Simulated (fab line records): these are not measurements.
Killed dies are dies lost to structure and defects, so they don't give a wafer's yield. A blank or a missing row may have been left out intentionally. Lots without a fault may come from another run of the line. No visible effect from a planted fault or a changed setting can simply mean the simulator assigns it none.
Which of the tools did it? | flow gf180mcu | 14 lots, 42 wafers sampled, at 3 steps of a route of 602

## WHAT THE GAUGES READ, wafer by wafer
GF_NWELL_OVL_MEAS_07. Usual: NWELL_OVL gives 0.8 nm (standard deviation 1.5).
lot  | measured    | on         | NWELL_OVL (nm) | flag
L182 | day 3 07:53 | overlay-01 | -2.2 -1.4 -1.0 |
L183 | day 3 15:11 | overlay-02 | 2.1 1.4 0.8    |
L186 | day 4 06:44 | overlay-02 | 0.4 0.2 2.6    |
L187 | day 4 17:38 | overlay-02 | -3.1 -0.3 -2.0 |
L188 | day 4 19:11 | overlay-01 | 0.1 -1.8 -4.2  |
L189 | day 4 22:47 | overlay-02 | 0.7 1.1 0.3    |
L191 | day 5 10:20 | overlay-01 | 0.2 -1.4 -0.1  |
L193 | day 5 20:02 | overlay-02 | 2.7 2.3 2.4    |
L194 | day 6 01:11 | overlay-02 | 0.3 0.7 2.2    |
L195 | day 6 07:25 | overlay-02 | 1.4 2.8 1.4    |
L197 | day 6 17:34 | overlay-02 | 2.8 1.4 0.4    |

## WHICH TOOL RAN EACH LOT (tool, then ch and the chambers of the sampled wafers, then the start)
lot  | GF_STI_ETCH_13                    | GF_STI_STRIP_15
L182 | rie-diel-01 ch 2,3, day 2 02:02   | plasma-asher-02 ch 0,1, day 2 02:14
L183 | rie-diel-02 ch 1,2, day 2 07:34   | plasma-asher-02 ch 0,1, day 2 07:44
L186 | rie-diel-01 ch 0,1, day 2 22:48   | plasma-asher-01 ch 0,1, day 2 22:59
L187 | rie-diel-01 ch 0,1, day 3 05:07   | plasma-asher-01 ch 0,1, day 3 05:16
L188 | rie-diel-04 ch 0,2,3, day 3 08:40 | plasma-asher-01 ch 0,1, day 3 08:49
L189 | rie-diel-01 ch 0,2, day 3 14:02   | plasma-asher-01 ch 0,1, day 3 14:12
L191 | rie-diel-04 ch 0,1,3, day 4 00:48 | plasma-asher-04 ch 0,1, day 4 00:57
L193 | rie-diel-02 ch 0,1,2, day 4 10:13 | plasma-asher-04 ch 0,1, day 4 10:22
L194 | rie-diel-01 ch 0,2, day 4 15:29   | plasma-asher-04 ch 0,1, day 4 15:39
L195 | rie-diel-04 ch 1,2,3, day 4 21:00 | plasma-asher-01 ch 1, day 4 21:09
L197 | rie-diel-04 ch 0,1,3, day 5 06:49 | plasma-asher-04 ch 0,1, day 5 06:58
L200 | rie-diel-04 ch 0,1,3, day 5 22:25 | plasma-asher-04 ch 0,1, day 5 22:36
L201 | rie-diel-02 ch 0,1, day 6 04:18   | plasma-asher-04 ch 0,1, day 6 04:27
L202 | rie-diel-02 ch 0,2,3, day 6 08:23 | plasma-asher-02 ch 0,1, day 6 08:33
- GF_STI_ETCH_13: etches the open film in CHF3/O2, stops on Si, target depth 282.31 nm, time 112.9 s.
- GF_STI_STRIP_15: strips in O2/N2.

## AS READ BY THE TOOLS THEMSELVES (means over the sampled wafers that have a number; for cases with no such wafer, the mark the record gives instead)
GF_STI_ETCH_13. Usual: drypump-motor-current-A 5.9 A, standard deviation 0.36; oes-product-au 0.829 a.u., standard deviation 0.0063; throttle-valve-pct 8.809 %, standard deviation 0.0097.
lot  | tool        | drypump-motor-current-A (A) | oes-product-au (a.u.) | throttle-valve-pct (%) | flag
L182 | rie-diel-01 | 6.1                         | 0.833                 | 8.804                  |
L183 | rie-diel-02 | 6.0                         | 0.829                 | 8.800                  |
L186 | rie-diel-01 | 5.9                         | 0.829                 | 8.812                  |
L187 | rie-diel-01 | 6.1                         | 0.831                 | 8.810                  |
L188 | rie-diel-04 | 5.8                         | 0.830                 | 8.807                  |
L189 | rie-diel-01 | 5.9                         | 0.830                 | 8.812                  |
L191 | rie-diel-04 | 5.8                         | 0.831                 | 8.809                  |
L193 | rie-diel-02 | 5.8                         | 0.826                 | 8.805                  |
L194 | rie-diel-01 | 6.1                         | 0.829                 | 8.805                  |
L195 | rie-diel-04 | 5.6                         | 0.824                 | 8.808                  |
L197 | rie-diel-04 | 5.8                         | 0.817                 | 8.810                  |
L200 | rie-diel-04 | 5.8                         | 0.831                 | 8.805                  |
L201 | rie-diel-02 | 5.7                         | 0.834                 | 8.815                  |
L202 | rie-diel-02 | 5.5                         | 0.827                 | 8.791                  |

GF_STI_STRIP_15. Usual: chamber-pressure-mTorr 1500.1 mTorr, standard deviation 1.3; drypump-motor-current-A 5.8 A, standard deviation 0.42; heater-power-w 309 W, standard deviation 32; oes-product-au 0.379 a.u., standard deviation 0.0051; strip-time-to-endpoint-s 3.63 s, standard deviation 0.068.
lot  | tool            | chamber-pressure-mTorr (mTorr) | drypump-motor-current-A (A) | heater-power-w (W) | oes-product-au (a.u.) | strip-time-to-endpoint-s (s) | flag
L182 | plasma-asher-02 | 1500.6                         | 6.4                         | 332                | 0.379                 | 3.68                         |
L183 | plasma-asher-02 | 1500.5                         | 6.4                         | 330                | 0.384                 | 3.71                         |
L186 | plasma-asher-01 | 1500.9                         | 5.6                         | 305                | 0.376                 | 3.56                         |
L187 | plasma-asher-01 | 1499.8                         | 5.6                         | 307                | 0.376                 | 3.54                         |
L188 | plasma-asher-01 | 1499.5                         | 5.5                         | 307                | 0.371                 | 3.49                         |
L189 | plasma-asher-01 | 1500.9                         | 5.6                         | 308                | 0.380                 | 3.69                         |
L191 | plasma-asher-04 | 1500.0                         | 5.5                         | 296                | 0.381                 | 3.61                         |
L193 | plasma-asher-04 | 1499.5                         | 5.5                         | 303                | 0.380                 | 3.67                         |
L194 | plasma-asher-04 | 1500.2                         | 5.5                         | 303                | 0.382                 | 3.64                         |
L195 | plasma-asher-01 | 1500.9                         | 5.7                         | 354                | 0.377                 | 3.59                         |
L197 | plasma-asher-04 | 1500.8                         | 5.5                         | 297                | 0.379                 | 3.60                         |
L200 | plasma-asher-04 | -                              | -                           | -                  | -                     | -                            | OFF
L201 | plasma-asher-04 | -                              | -                           | -                  | -                     | -                            | OFF
L202 | plasma-asher-02 | -                              | -                           | -                  | -                     | -                            | OFF

## THE ANSWER, worked out from the rows above alone
Rule: a lot counts as off when the mean over its wafers that have a number is more than 3 standard deviations away from the usual mean. Also off: a lot with no number at a reading for which 4 or more lots have one. All remaining lots with rows at the step are treated as sound. Order of review: gauges by route order, followed by the tools' own readings, for which a lot's mean as printed above is used. At the first step where some lot is off, the reading lying furthest off is the one used; lots without a number count as furthest.
Off: L200, L201, L202 (GF_STI_STRIP_15, chamber-pressure-mTorr). Without a number there: L200, L201, L202.
A tool fits if, at that step or a process step before it, it ran every lot that is off, and no sound lot after the first of them. Of those tried, none fits.

## WHAT THE SIMULATOR PUT IN
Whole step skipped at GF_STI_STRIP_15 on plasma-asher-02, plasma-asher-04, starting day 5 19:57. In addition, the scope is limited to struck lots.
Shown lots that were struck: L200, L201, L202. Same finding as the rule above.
